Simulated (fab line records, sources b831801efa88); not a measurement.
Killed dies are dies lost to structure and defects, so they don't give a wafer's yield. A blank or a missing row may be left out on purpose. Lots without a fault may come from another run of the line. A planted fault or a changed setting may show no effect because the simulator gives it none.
Which tool did it? | flow sky130 | 24 lots, 72 wafers sampled, at 6 steps of a route of 708

WHAT THE GAUGES READ, wafer by wafer
SKY_LDD_LDN_OVL_MEAS_07. Usual: LDD_LDN_OVL 0.9 nm, standard deviation 1.4.
lot  | measured     | on         | LDD_LDN_OVL (nm) | flag
L074 | day 22 15:34 | overlay-02 | 1.5 3.6 0.4      |
L075 | day 22 18:41 | overlay-01 | -1.2 -1.6 -0.7   |
L076 | day 23 02:10 | overlay-02 | 0.8 -0.5 -0.2    |
L079 | day 25 03:49 | overlay-01 | 2.7 2.0 1.7      |
L077 | day 25 06:46 | overlay-02 | 1.4 1.2 1.7      |
L078 | day 25 07:04 | overlay-01 | 0.0 -0.6 -0.3    |
L081 | day 25 10:19 | overlay-01 | 0.2 3.0 2.2      |
L080 | day 25 11:37 | overlay-02 | 2.2 1.6 2.0      |
L082 | day 25 19:52 | overlay-01 | 1.4 1.2 1.0      |
L083 | day 27 08:59 | overlay-01 | 2.5 2.6 0.3      |
L084 | day 27 09:53 | overlay-01 | 2.4 3.0 3.8      |
L086 | day 27 10:31 | overlay-01 | 1.8 1.1 1.7      |
L085 | day 27 12:04 | overlay-01 | 1.6 0.2 -1.0     |
L087 | day 27 14:19 | overlay-01 | -0.4 0.4 0.5     |
L089 | day 27 20:07 | overlay-02 | -1.5 -1.2 -2.6   |
L088 | day 27 21:22 | overlay-01 | 0.6 1.3 -0.6     |
L090 | day 28 09:46 | overlay-01 | 0.6 -0.9 0.5     |
L091 | day 28 13:19 | overlay-01 | -1.2 -0.2 0.7    |
L092 | day 29 00:13 | overlay-02 | 2.0 2.2 0.0      |
L094 | day 29 12:49 | overlay-01 | 1.3 0.1 -0.5     |
L093 | day 29 15:55 | overlay-02 | 0.1 0.6 1.2      |
L095 | day 29 17:22 | overlay-01 | 1.7 1.4 2.9      |
L096 | day 30 10:34 | overlay-01 | -1.1 0.6 -0.1    |
L097 | day 30 10:43 | overlay-02 | 1.6 1.8 1.0      |

SKY_LI_CONTACT_THK_MEAS_23: measures by xrf. Usual: LI_CONTACT_W_THK 399 nm, standard deviation 9.3.
lot  | measured     | on            | LI_CONTACT_W_THK (nm) | flag
L074 | day 29 00:05 | film_metro-01 | 392 395 408           |
L075 | day 29 03:56 | film_metro-01 | 395 397 410           |
L076 | day 29 08:11 | film_metro-03 | 393 396 397           |
L079 | day 31 10:18 | film_metro-03 | 397 415 408           |
L077 | day 31 12:59 | film_metro-03 | 402 399 396           |
L078 | day 31 13:37 | film_metro-04 | 396 395 398           |
L081 | day 31 14:54 | film_metro-03 | 396 403 393           |
L080 | day 31 16:18 | film_metro-01 | 383 390 387           |
L082 | day 31 23:29 | film_metro-04 | 397 409 411           |
L083 | day 33 08:22 | film_metro-03 | 386 392 388           |
L084 | day 33 09:46 | film_metro-03 | 394 395 417           |
L086 | day 33 12:06 | film_metro-04 | 400 387 385           |
L085 | day 33 14:02 | film_metro-03 | 397 412 403           |
L087 | day 33 14:53 | film_metro-04 | 395 395 407           |
L089 | day 33 21:34 | film_metro-04 | 411 390 391           |
L088 | day 33 22:11 | film_metro-01 | 395 391 388           |
L090 | day 34 07:53 | film_metro-03 | 390 410 414           |
L091 | day 34 12:18 | film_metro-01 | 408 405 390           |
L092 | day 34 21:14 | film_metro-03 | 389 394 409           |
L094 | day 35 09:33 | film_metro-01 | 393 397 407           |
L093 | day 35 13:14 | film_metro-03 | 398 404 403           |
L095 | day 35 14:31 | film_metro-04 | 418 408 401           |
L096 | day 36 05:50 | film_metro-01 | 390 374 380           |
L097 | day 36 06:36 | film_metro-03 | 405 412 397           |

SKY_CONTACT_THK_MEAS_03. Usual: CONTACT_HDPCVD_THK 559 nm, standard deviation 6.7.
lot  | measured     | on            | CONTACT_HDPCVD_THK (nm) | flag
L074 | day 30 06:53 | film_metro-03 | 568 559 556             |
L075 | day 30 09:56 | film_metro-02 | 559 571 554             |
L076 | day 30 19:43 | film_metro-04 | 553 548 559             |
L079 | day 32 14:11 | film_metro-04 | 552 552 545             |
L077 | day 32 18:25 | film_metro-04 | 555 564 560             |
L078 | day 32 18:34 | film_metro-04 | 558 566 554             |
L081 | day 32 19:00 | film_metro-03 | 554 558 564             |
L080 | day 32 21:17 | film_metro-04 | 550 560 562             |
L082 | day 33 03:55 | film_metro-03 | 554 571 555             |
L083 | day 34 13:16 | film_metro-03 | 556 574 558             |
L084 | day 34 14:21 | film_metro-04 | 566 559 564             |
L086 | day 34 16:46 | film_metro-04 | 560 575 555             |
L085 | day 34 18:53 | film_metro-03 | 560 559 557             |
L087 | day 34 19:21 | film_metro-04 | 550 579 560             |
L089 | day 35 01:47 | film_metro-02 | 552 560 567             |
L088 | day 35 02:27 | film_metro-03 | 548 581 566             |
L090 | day 35 12:23 | film_metro-04 | 569 553 570             |
L091 | day 35 16:21 | film_metro-02 | 560 567 563             |
L092 | day 36 01:45 | film_metro-04 | 553 558 554             |
L094 | day 36 13:10 | film_metro-03 | 560 568 553             |
L093 | day 36 17:22 | film_metro-04 | 568 554 548             |
L095 | day 36 18:59 | film_metro-02 | 554 559 558             |
L096 | day 37 09:57 | film_metro-02 | 553 555 561             |
L097 | day 37 10:47 | film_metro-04 | 565 564 560             |

SKY_METAL4_CD_MEAS_13: target cd 300 nm. Usual: cd_nm 300.1 nm, standard deviation 1.5.
lot  | measured     | on        | cd_nm (nm)        | flag
L074 | day 41 16:17 | cd_sem-01 | 300.9 300.6 300.9 |
L075 | day 41 22:30 | cd_sem-01 | 297.7 298.6 299.2 |
L076 | day 42 02:45 | cd_sem-01 | 301.2 301.4 299.7 |
L079 | day 43 16:34 | cd_sem-01 | 300.5 301.8 299.0 |
L077 | day 43 22:02 | cd_sem-02 | 300.6 300.1 300.3 |
L078 | day 43 21:19 | cd_sem-02 | 300.0 300.9 298.4 |
L081 | day 43 22:43 | cd_sem-01 | 299.5 301.4 299.8 |
L080 | day 44 02:59 | cd_sem-02 | 302.2 301.1 302.8 |
L082 | day 44 03:56 | cd_sem-01 | 299.9 300.8 301.3 |
L083 | day 45 08:52 | cd_sem-01 | 302.2 299.0 300.7 |
L084 | day 45 10:10 | cd_sem-02 | 297.8 300.1 298.1 |
L086 | day 45 10:16 | cd_sem-02 | 300.8 299.3 300.5 |
L085 | day 45 11:16 | cd_sem-02 | 300.4 299.7 300.9 |
L087 | day 45 11:58 | cd_sem-01 | 297.9 298.2 299.9 |
L089 | day 45 13:44 | cd_sem-02 | 298.8 299.3 298.5 |
L088 | day 45 17:59 | cd_sem-02 | 300.7 302.3 301.0 |
L090 | day 46 02:10 | cd_sem-01 | 301.5 301.9 302.4 |
L091 | day 46 04:38 | cd_sem-02 | 301.3 301.2 301.3 |
L092 | day 46 10:13 | cd_sem-02 | 300.4 299.1 300.2 |
L094 | day 46 20:15 | cd_sem-02 | 300.6 299.2 299.9 |
L093 | day 47 01:14 | cd_sem-01 | 300.4 300.5 300.7 |
L095 | day 47 01:34 | cd_sem-02 | 302.8 303.5 303.7 |
L096 | day 47 11:28 | cd_sem-02 | 297.7 297.5 300.1 |
L097 | day 47 13:01 | cd_sem-02 | 298.0 297.9 298.5 |

WHICH TOOL RAN EACH LOT (tool, then ch and the chambers of the sampled wafers, then the start)
lot  | SKY_LI_CONTACT_SPUTTER_19    | SKY_VIA1_CVD_21
L074 | pvd_sputter-02, day 28 23:41 | cvd_w-01 ch 0,1, day 33 23:04
L075 | pvd_sputter-01, day 29 03:32 | cvd_w-01 ch 0,1, day 34 01:02
L076 | pvd_sputter-04, day 29 07:47 | cvd_w-02 ch 0,1, day 34 08:17
L079 | pvd_sputter-01, day 31 09:55 | cvd_w-02 ch 0,1, day 36 02:46
L077 | pvd_sputter-02, day 31 12:35 | cvd_w-01 ch 0,1, day 36 08:41
L078 | pvd_sputter-01, day 31 13:14 | cvd_w-02 ch 0,1, day 36 08:33
L081 | pvd_sputter-02, day 31 14:30 | cvd_w-02 ch 0,1, day 36 09:34
L080 | pvd_sputter-02, day 31 15:55 | cvd_w-01 ch 0,1, day 36 10:46
L082 | pvd_sputter-02, day 31 23:06 | cvd_w-02 ch 0, day 36 15:29
L083 | pvd_sputter-01, day 33 07:56 | cvd_w-02 ch 0,1, day 38 01:23
L084 | pvd_sputter-04, day 33 09:21 | cvd_w-01 ch 0,1, day 38 01:44
L086 | pvd_sputter-01, day 33 11:41 | cvd_w-02 ch 0,1, day 38 03:38
L085 | pvd_sputter-04, day 33 13:40 | cvd_w-01 ch 0,1, day 38 06:18
L087 | pvd_sputter-04, day 33 14:29 | cvd_w-02 ch 0,1, day 38 06:57
L089 | pvd_sputter-04, day 33 21:10 | cvd_w-02 ch 0,1, day 38 11:41
L088 | pvd_sputter-01, day 33 21:48 | cvd_w-01 ch 0,1, day 38 14:10
L090 | pvd_sputter-02, day 34 07:31 | cvd_w-01 ch 0,1, day 38 22:47
L091 | pvd_sputter-02, day 34 11:55 | cvd_w-01 ch 0,1, day 39 02:06
L092 | pvd_sputter-04, day 34 20:52 | cvd_w-02 ch 0,1, day 39 10:06
L094 | pvd_sputter-04, day 35 09:08 | cvd_w-01 ch 0,1, day 39 22:39
L093 | pvd_sputter-01, day 35 12:50 | cvd_w-02 ch 0,1, day 40 02:11
L095 | pvd_sputter-04, day 35 14:08 | cvd_w-01 ch 0,1, day 40 03:13
L096 | pvd_sputter-01, day 36 05:28 | cvd_w-02 ch 0,1, day 40 15:43
L097 | pvd_sputter-02, day 36 06:13 | cvd_w-01 ch 0,1, day 40 18:43
- SKY_LI_CONTACT_SPUTTER_19: material Ti, target thk 20 nm, time 106.37 s.
- SKY_VIA1_CVD_21: deposits W, target thk 270 nm, time 80.902 s.

WHAT THE TOOLS THEMSELVES READ (means of the sampled wafers that have a number; where no wafer has one, the mark that the record gives instead)
SKY_LI_CONTACT_SPUTTER_19. Usual: chamber_pressure_pa 5.000 Pa, standard deviation 0.011; throttle_valve_pct 30.2 %, standard deviation 0.95.
lot  | tool           | chamber_pressure_pa (Pa) | throttle_valve_pct (%) | flag
L074 | pvd_sputter-02 | 5.004                    | 30.5                   |
L075 | pvd_sputter-01 | 5.006                    | 29.3                   |
L076 | pvd_sputter-04 | 4.997                    | 30.4                   |
L079 | pvd_sputter-01 | 5.004                    | 29.5                   |
L077 | pvd_sputter-02 | 4.999                    | 31.3                   |
L078 | pvd_sputter-01 | 4.996                    | 29.8                   |
L081 | pvd_sputter-02 | 4.999                    | 31.2                   |
L080 | pvd_sputter-02 | 5.009                    | 31.0                   |
L082 | pvd_sputter-02 | 4.993                    | 30.3                   |
L083 | pvd_sputter-01 | 5.003                    | 30.0                   |
L084 | pvd_sputter-04 | 4.994                    | 30.2                   |
L086 | pvd_sputter-01 | 5.002                    | 29.6                   |
L085 | pvd_sputter-04 | 5.008                    | 30.3                   |
L087 | pvd_sputter-04 | 5.000                    | 31.1                   |
L089 | pvd_sputter-04 | 4.988                    | 31.2                   |
L088 | pvd_sputter-01 | 4.997                    | 29.1                   |
L090 | pvd_sputter-02 | 4.994                    | 31.2                   |
L091 | pvd_sputter-02 | 5.005                    | 31.3                   |
L092 | pvd_sputter-04 | 4.998                    | 30.9                   |
L094 | pvd_sputter-04 | 5.002                    | 29.8                   |
L093 | pvd_sputter-01 | 5.000                    | 28.9                   |
L095 | pvd_sputter-04 | 4.988                    | 29.7                   |
L096 | pvd_sputter-01 | 4.990                    | 29.5                   |
L097 | pvd_sputter-02 | 4.995                    | 30.5                   |

SKY_VIA1_CVD_21. Usual: heater_power_w 852 W, standard deviation 58; susceptor_temp_C 399.95 C, standard deviation 0.21.
lot  | tool     | heater_power_w (W) | susceptor_temp_C (C) | flag
L074 | cvd_w-01 | 830                | 399.94               |
L075 | cvd_w-01 | 833                | 399.85               |
L076 | cvd_w-02 | 848                | 399.87               |
L079 | cvd_w-02 | 852                | 400.12               |
L077 | cvd_w-01 | 840                | 400.30               |
L078 | cvd_w-02 | 858                | 399.90               |
L081 | cvd_w-02 | 844                | 400.07               |
L080 | cvd_w-01 | 888                | 399.90               |
L082 | cvd_w-02 | 828                | 400.03               |
L083 | cvd_w-02 | 852                | 400.02               |
L084 | cvd_w-01 | 832                | 399.75               |
L086 | cvd_w-02 | 860                | 399.80               |
L085 | cvd_w-01 | 888                | 399.84               |
L087 | cvd_w-02 | 861                | 399.99               |
L089 | cvd_w-02 | 846                | 399.60               |
L088 | cvd_w-01 | 886                | 400.10               |
L090 | cvd_w-01 | 888                | 399.81               |
L091 | cvd_w-01 | 887                | 400.08               |
L092 | cvd_w-02 | 809                | 400.23               |
L094 | cvd_w-01 | 886                | 399.93               |
L093 | cvd_w-02 | 804                | 399.79               |
L095 | cvd_w-01 | 905                | 400.00               |
L096 | cvd_w-02 | 813                | 400.02               |
L097 | cvd_w-01 | 838                | 400.05               |

THE ANSWER, worked out from the rows above alone
Rule: a lot is off if the mean of its wafers that have a number lies more than 3 standard deviations from the usual mean. A lot without any number at a reading at which 4 lots or more have one is off too. The other lots that the step has rows for count as sound. The gauges are gone through in route order, then the tools' own readings, and for those a lot's mean is taken as printed above. The first step at which some lot is off is used, and at that step the reading that is off furthest; a lot without a number counts as furthest.
No lot is off at any reading shown: from this, nothing can be told.

WHAT THE SIMULATOR HAD PUT IN
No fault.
